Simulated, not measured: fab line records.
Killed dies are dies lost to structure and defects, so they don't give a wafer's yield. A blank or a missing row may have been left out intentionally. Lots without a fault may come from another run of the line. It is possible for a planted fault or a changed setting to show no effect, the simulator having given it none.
What tool caused it? | flow gf180mcu | 18 wafers sampled from 6 lots at 1 step of a route of 602

WHAT EACH GAUGE READ, for each wafer
GF_HV_LDD_TW_MEAS_50.
lot  | measured     | on           | HV_LDD_4_TW
L180 | day 12 21:37 | filmMetro-03 | 572.8 570.9 570.8
L182 | day 13 13:04 | filmMetro-04 | 574.7 574.1 572.5
L187 | day 15 01:58 | filmMetro-01 | 569.3 565.0 565.2
L197 | day 18 10:25 | filmMetro-04 | 572.6 571.6 567.6
L199 | day 19 00:35 | filmMetro-03 | 571.7 570.1 572.2
L201 | day 19 18:08 | filmMetro-01 | 571.0 568.5 566.4

TOOL THAT RAN EACH LOT (tool first, then ch and the chambers of the sampled wafers, then the start)
No process step before these readings appears in the record.

THE ANSWER, worked out from the rows above alone
Rule: usual is defined by the lots themselves. The widest of any qualifying gaps counts: lots, ordered by their means at a reading, are off when they make up no more than a third of the lots, leave a main group of 4 or more, and stand apart from it by 3 or more times the standard deviation of that group's means. If all means in a main group match to the digits the tables above print for the reading, that group is not used. Also off: a lot with no number at a reading for which 4 or more lots have one. Where the step has rows for the other lots, those lots are counted as sound.
No lot is off on any of the readings shown, so nothing can be concluded from this.

WHAT THE SIMULATOR PUT IN
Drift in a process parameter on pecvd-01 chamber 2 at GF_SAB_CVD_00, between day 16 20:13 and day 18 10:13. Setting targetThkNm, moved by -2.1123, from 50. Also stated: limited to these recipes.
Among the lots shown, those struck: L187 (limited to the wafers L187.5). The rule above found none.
